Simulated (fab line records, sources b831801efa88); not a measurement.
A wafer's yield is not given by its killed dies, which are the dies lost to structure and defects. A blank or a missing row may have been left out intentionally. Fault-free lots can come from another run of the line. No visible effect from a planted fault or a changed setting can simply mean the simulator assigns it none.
fab line records    flow sky130
[record] lots = 12  wafers = 36  last_day = 50
route steps=708 shown FIELD_ISO@23 VT_ADJUST_HVTR@138 GATE_OXIDE@200
lots with no fault: from the same line, run without faults
start_h: hours from the record's opening day to when the first of the lot's shown wafers began    wait_h: how many hours have passed since the lot's step before this one    " as in the row above    L1.1+2: several wafers, shown together as one row    - value missing, or start not given    * or withheld: withheld    < > ~ a bound
route shown NAME@n: NAME is a module with steps in the file, n the number in the route of the first one    usual: mean/standard deviation taken from wafers without a fault    same: alike in all rows    chamber/n: place in a boat    sites: each site's reading    _std_site: standard deviation across them    _edge_site: the outer-site mean with the inner-site mean subtracted    radius_mm: for every site, how far away it sits from the centre of the wafer    mask NAME#n: copy n    behind: the last tool/chamber to shape the wafer    hold: what put the lot on hold/how long, in hours/how the hold closed    device: the transistor (n, p or np) that didn't switch    end of line: the same wafers' tests at the end of the route    for a step that has no rows: nothing shown but its recipe    killed: the dies lost at the first sort to structure and to defects; this is not the yield of the wafer    map: the dies of a wafer, with x for killed, . for not killed, _ for no die there
set.NAME: the setting as run; set.NAME@STEP: as run at that earlier step    model.NAME: the simulator's own value behind a step, which no gauge read
route steps across a sampled set of lots; one table per step, one row per wafer
services: the hour from which a tool's chamber was out of use, counted from the record's first day as start_h (under 0 if before that day), plus the number of hours and why
[[steps]]
[step SKY_FIELD_ISO_OXIDATION_22]
[recipe] temp_c = 950  ambient = O2  stabilise_s = 600  purge_s = 300  target_thk_a = 100  ox_time_s = 623
[usual] ox_temp_c = 950.1/0.39  ox_temp_c_max = 954.8/2.2  spike_tc_centre_C = 951.0/1.3  spike_tc_top_C = 963.5/1.5
lot.wafer  tool        chamber  start_h  wait_h  ox_temp_c  ox_temp_c_max  spike_tc_centre_C  spike_tc_top_C
L736.2     furnace-02  0        29.98    0.8     949.7      951.9          949.4              962.5
L736.3     "           0        "        "       949.7      951.7          950.2              961.9
L736.5     "           0        "        "       949.5      951.5          951.7              960.6
L737.2     furnace-01  0        33.59    0.0     949.5      956.9          954.4              963.2
L737.4     "           0        "        "       949.9      955.8          952.5              964.2
L737.5     "           0        "        "       949.6      955.3          952.1              964.9
L738.1     furnace-02  0        41.34    0.4     950.0      952.2          951.4              960.6
L738.4     "           0        "        "       949.7      952.7          950.9              962.6
L738.5     "           0        "        "       949.8      951.8          949.4              962.4
L739.1     furnace-01  0        48.22    2.1     950.7      958.7          950.4              965.1
L739.2     "           0        "        "       950.2      956.8          950.2              964.2
L739.3     "           0        "        "       950.8      956.7          950.8              966.1
L741.3     furnace-02  0        57.95    3.1     950.3      952.6          950.5              963.5
L741.5     "           0        "        "       950.1      952.9          948.3              961.7
L741.6     "           0        "        "       949.9      951.7          948.3              963.7
L742.2     furnace-01  0        62.63    3.1     950.6      956.9          952.0              963.6
L742.5     "           0        "        "       950.3      957.0          952.4              963.1
L742.6     "           0        "        "       950.9      955.8          952.6              963.9
L743.2     furnace-02  0        66.58    2.0     949.8      952.8          948.9              961.7
L743.4     "           0        "        "       950.0      952.5          950.0              963.0
L743.6     "           0        "        "       949.5      952.5          950.4              964.3
L744.1     furnace-01  0        73.70    1.0     949.2      955.3          954.2              963.4
L744.2     "           0        "        "       950.4      956.5          949.9              964.2
L744.3     "           0        "        "       950.2      954.8          952.0              964.2
L745.1     furnace-02  0        79.64    1.7     950.4      952.7          952.4              962.7
L745.4     "           0        "        "       950.3      952.2          949.6              963.3
L745.5     "           0        "        "       950.1      952.1          949.4              962.1
L754.2     furnace-01  0        122.09   0.0     950.0      955.3          949.8              964.8
L754.3     "           0        "        "       949.5      956.7          951.8              965.3
L754.4     "           0        "        "       950.6      957.4          951.9              966.1
L755.1     furnace-01  0        129.56   2.5     950.0      954.9          952.9              963.0
L755.4     "           0        "        "       949.6      955.7          950.9              962.6
L755.5     "           0        "        "       949.6      955.7          952.0              964.7
L759.2     furnace-02  0        154.41   2.7     950.1      952.8          951.0              960.9
L759.3     "           0        "        "       949.8      951.9          950.2              961.9
L759.5     "           0        "        "       950.3      953.2          950.1              963.6
[step SKY_FIELD_ISO_THK_MEAS_23]
[recipe] reads = SiO2_of_FIELD_ISO_OXIDATION_22
[usual] FIELD_ISO_OXIDATION_01_THK = 9.90/0.2
lot.wafer  tool           chamber  start_h  wait_h  FIELD_ISO_OXIDATION_01_THK[nm]
L736.2     film_metro-03  -        31.17    0.0     10.03
L736.3     "              -        "        "       10.04
L736.5     "              -        "        "       10.37
L737.2     film_metro-03  -        34.77    0.0     9.85
L737.4     "              -        "        "       9.92
L737.5     "              -        "        "       9.69
L738.1     film_metro-01  -        42.52    0.0     10.16
L738.4     "              -        "        "       10.11
L738.5     "              -        "        "       10.00
L739.1     film_metro-03  -        49.39    0.0     9.56
L739.2     "              -        "        "       9.53
L739.3     "              -        "        "       9.66
L741.3     film_metro-03  -        59.15    0.0     9.93
L741.5     "              -        "        "       9.94
L741.6     "              -        "        "       9.82
L742.2     film_metro-03  -        63.81    0.0     9.75
L742.5     "              -        "        "       9.90
L742.6     "              -        "        "       9.78
L743.2     film_metro-04  -        67.77    0.0     9.57
L743.4     "              -        "        "       9.54
L743.6     "              -        "        "       9.67
L744.1     film_metro-01  -        74.88    0.0     9.79
L744.2     "              -        "        "       9.90
L744.3     "              -        "        "       9.80
L745.1     film_metro-03  -        80.81    0.0     9.70
L745.4     "              -        "        "       9.80
L745.5     "              -        "        "       9.81
L754.2     film_metro-03  -        123.27   0.0     4.29
L754.3     "              -        "        "       4.43
L754.4     "              -        "        "       4.25
L755.1     film_metro-04  -        130.73   0.0     3.96
L755.4     "              -        "        "       4.43
L755.5     "              -        "        "       4.42
L759.2     film_metro-04  -        155.60   0.0     9.81
L759.3     "              -        "        "       9.74
L759.5     "              -        "        "       9.91
[step SKY_FIELD_ISO_CMP_27]
[recipe] stop_on = Si3N4  t_overpolish_s = 16  down_force_psi = 4  platen_rpm = 60  target_thk_nm = 457.8  pad_velocity_m_s = 0.94248
[usual] motor_current_A = 12.1/1.9
lot.wafer  tool    chamber  start_h  wait_h  motor_current_A
L736.3     cmp-02  0        33.44    0.1     10.6
L736.2     "       2        "        "       12.3
L736.5     "       3        "        "       16.0
L737.4     cmp-02  3        36.45    0.0     15.7
L737.2     "       2        "        "       12.8
L737.5     "       3        "        "       15.8
L738.4     cmp-01  1        44.21    0.0     11.4
L738.1     "       3        "        "       12.5
L738.5     "       2        "        "       11.2
L739.2     cmp-02  3        52.39    0.0     15.6
L739.1     "       0        "        "       11.4
L739.3     "       2        "        "       12.7
L741.3     cmp-02  2        65.16    2.5     11.9
L741.6     "       2        "        "       12.7
L741.5     "       3        "        "       15.8
L742.2     cmp-02  1        68.06    0.0     9.4
L742.5     "       1        "        "       9.3
L742.6     "       2        "        "       12.4
L743.4     cmp-02  2        72.45    0.3     12.2
L743.2     "       3        "        "       15.2
L743.6     "       0        "        "       10.9
L744.2     cmp-02  0        76.82    0.1     10.6
L744.1     "       2        "        "       12.5
L744.3     "       3        "        "       15.4
L745.4     cmp-02  2        82.50    0.0     12.5
L745.1     "       3        "        "       15.6
L745.5     "       3        "        "       16.0
L754.3     cmp-01  1        124.95   0.0     12.0
L754.4     "       2        "        "       11.9
L754.2     "       3        "        "       12.7
L755.1     cmp-02  0        133.13   0.0     10.4
L755.4     "       3        "        "       16.0
L755.5     "       0        "        "       11.0
L759.3     cmp-01  0        158.48   0.0     14.4
L759.2     "       1        "        "       12.4
L759.5     "       0        "        "       13.8
[step SKY_VT_ADJUST_HVTR_CD_MEAS_07]
[recipe] target_cd_nm = 380
[usual] cd_nm = 379/3.2
lot.wafer  tool       chamber  start_h  wait_h  cd_nm
L736.2     cd_sem-01  -        198.68   0.1     374
L736.3     "          -        "        "       372
L736.5     "          -        "        "       374
L737.2     cd_sem-02  -        199.62   0.1     375
L737.4     "          -        "        "       375
L737.5     "          -        "        "       374
L738.1     cd_sem-02  -        214.36   0.1     384
L738.4     "          -        "        "       387
L738.5     "          -        "        "       385
L739.1     cd_sem-01  -        232.75   0.1     375
L739.2     "          -        "        "       375
L739.3     "          -        "        "       376
L742.2     cd_sem-02  -        246.43   0.1     381
L742.5     "          -        "        "       378
L742.6     "          -        "        "       378
L741.3     cd_sem-01  -        247.69   0.1     378
L741.5     "          -        "        "       377
L741.6     "          -        "        "       376
L743.2     cd_sem-01  -        252.57   0.1     376
L743.4     "          -        "        "       377
L743.6     "          -        "        "       374
L744.1     cd_sem-02  -        262.96   0.1     383
L744.2     "          -        "        "       382
L744.3     "          -        "        "       383
L745.1     cd_sem-01  -        266.71   0.1     382
L745.4     "          -        "        "       382
L745.5     "          -        "        "       382
L754.2     cd_sem-01  -        329.53   0.1     382
L754.3     "          -        "        "       382
L754.4     "          -        "        "       381
L755.1     cd_sem-01  -        345.50   0.1     381
L755.4     "          -        "        "       382
L755.5     "          -        "        "       380
L759.2     cd_sem-02  -        374.77   0.1     381
L759.3     "          -        "        "       380
L759.5     "          -        "        "       383
[step SKY_GATE_OXIDE_STRIP_13]
[recipe] chemistry = O2/N2  power_w = 1400  pressure_mtorr = 1500  platen_temp_c = withheld  o2_flow_sccm = 3000  n2_flow_sccm = 300  overash_fraction = 0.5
[usual] drypump_motor_current_A = 5.7/0.6  oes_product_au = 0.715/0.0047  strip_time_to_endpoint_s = 14.19/0.033
lot.wafer  tool             chamber  start_h  wait_h  drypump_motor_current_A  oes_product_au  rf_hours_counter_h  strip_time_to_endpoint_s
L737.2     plasma_asher-04  1        299.65   0.0     5.4                      0.714           48                  14.20
L737.4     "                1        "        "       5.4                      0.715           -                   14.19
L737.5     "                1        "        "       5.4                      0.717           -                   14.16
L736.2     plasma_asher-03  0        299.96   0.0     6.1                      0.714           16                  14.19
L736.3     "                1        "        "       5.1                      0.717           -                   14.19
L736.5     "                0        "        "       6.1                      0.717           -                   14.19
L738.1     plasma_asher-03  1        315.89   0.0     5.1                      0.710           17                  14.15
L738.4     "                0        "        "       6.1                      0.724           -                   14.14
L738.5     "                1        "        "       5.1                      0.714           -                   14.12
L739.1     plasma_asher-04  0        340.54   0.0     6.6                      0.715           52                  14.21
L739.2     "                1        "        "       5.4                      0.714           52                  14.20
L739.3     "                0        "        "       6.6                      0.718           -                   14.21
L742.2     plasma_asher-01  0        359.64   0.0     5.7                      0.712           68                  14.24
L742.5     "                1        "        "       4.9                      0.722           -                   14.19
L742.6     "                0        "        "       5.7                      0.716           -                   14.21
L741.3     plasma_asher-03  1        359.97   0.0     5.1                      0.718           -                   14.15
L741.5     "                1        "        "       5.1                      0.712           -                   14.18
L741.6     "                0        "        "       6.1                      0.718           -                   14.21
L743.2     plasma_asher-04  1        369.52   0.0     5.4                      0.714           55                  14.23
L743.4     "                1        "        "       5.4                      0.722           -                   14.21
L743.6     "                0        "        "       6.6                      0.717           -                   14.20
L744.1     plasma_asher-04  1        374.76   0.0     5.4                      0.717           55                  14.15
L744.2     "                0        "        "       6.6                      0.714           55                  14.21
L744.3     "                1        "        "       5.4                      0.710           -                   14.19
L745.1     plasma_asher-03  0        380.56   0.0     6.1                      0.712           24                  14.17
L745.4     "                0        "        "       6.1                      0.723           -                   14.21
L745.5     "                1        "        "       5.1                      0.714           -                   14.14
L754.2     plasma_asher-03  1        462.26   0.0     5.1                      0.721           32                  14.12
L754.3     "                0        "        "       6.1                      0.715           -                   14.08
L754.4     "                1        "        "       5.1                      0.720           -                   14.17
L755.1     plasma_asher-04  1        470.75   0.0     5.4                      0.718           65                  14.17
L755.4     "                0        "        "       6.5                      0.719           -                   14.20
L755.5     "                1        "        "       5.4                      0.714           -                   14.15
L759.2     plasma_asher-04  0        504.59   0.0     6.6                      0.724           68                  14.17
L759.3     "                1        "        "       5.4                      0.721           -                   14.20
L759.5     "                0        "        "       6.6                      0.715           -                   14.19
[[services]]
tool             chamber  start_h  hours  kind
furnace-02       -        45.94    3.5    pm
furnace-01       -        53.26    3.5    pm
cmp-02           -        61.01    3.6    repair
furnace-02       -        63.46    3.1    pm
plasma_asher-04  -        64.67    1.0    repair
cmp-02           -        83.95    19.1   pm
plasma_asher-04  -        108.21   15.2   pm
cmp-02           -        123.57   7.2    pm
furnace-02       -        125.73   4.0    pm
furnace-01       -        130.73   7.6    pm
plasma_asher-04  -        160.43   8.6    repair
furnace-01       -        190.91   46.8   pm
cmp-02           -        232.29   4.0    pm
furnace-01       -        237.74   3.4    pm
cmp-02           -        242.00   4.2    repair
cmp-02           -        262.23   1.8    repair
furnace-02       -        306.24   3.1    pm
plasma_asher-04  -        323.06   2.0    repair
furnace-02       -        326.69   2.4    pm
cmp-02           -        328.54   1.0    repair
cmp-02           -        370.24   2.6    repair
cmp-02           -        415.08   2.9    repair
cmp-02           -        479.46   0.5    repair
cmp-02           -        492.57   5.5    pm
[[key]]
[first_sign] step = SKY_FIELD_ISO_THK_MEAS_23  reading = FIELD_ISO_OXIDATION_01_THK  direction = down  sigmas = 28  usual = 9.90  struck = 4.30
effect none on later readings
met_at SKY_FIELD_ISO_OXIDATION_22
struck_lots L754,L755
tester_left_out L754,L755
not_acting_at SKY_FIELD_ISO_CMP_27,SKY_VT_ADJUST_HVTR_CD_MEAS_07,SKY_GATE_OXIDE_STRIP_13
onset_between 73.70 122.09
[fault] kind = process_parameter_drift  tool = furnace-01  chamber = -  onset_h = 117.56  steps = SKY_FIELD_ISO_OXIDATION_22  channel = ox_time_s  offset = *  shape = step  end_h = 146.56  acts_in = *  stated = *
// tester_left_out: of these lots the tester's yield and bins aren't shown, on N5 and GAA mostly nor the transistor test; their killed dies are dies lost to structure and defects alone, not to doping, threshold or leakage, so they don't give the yield
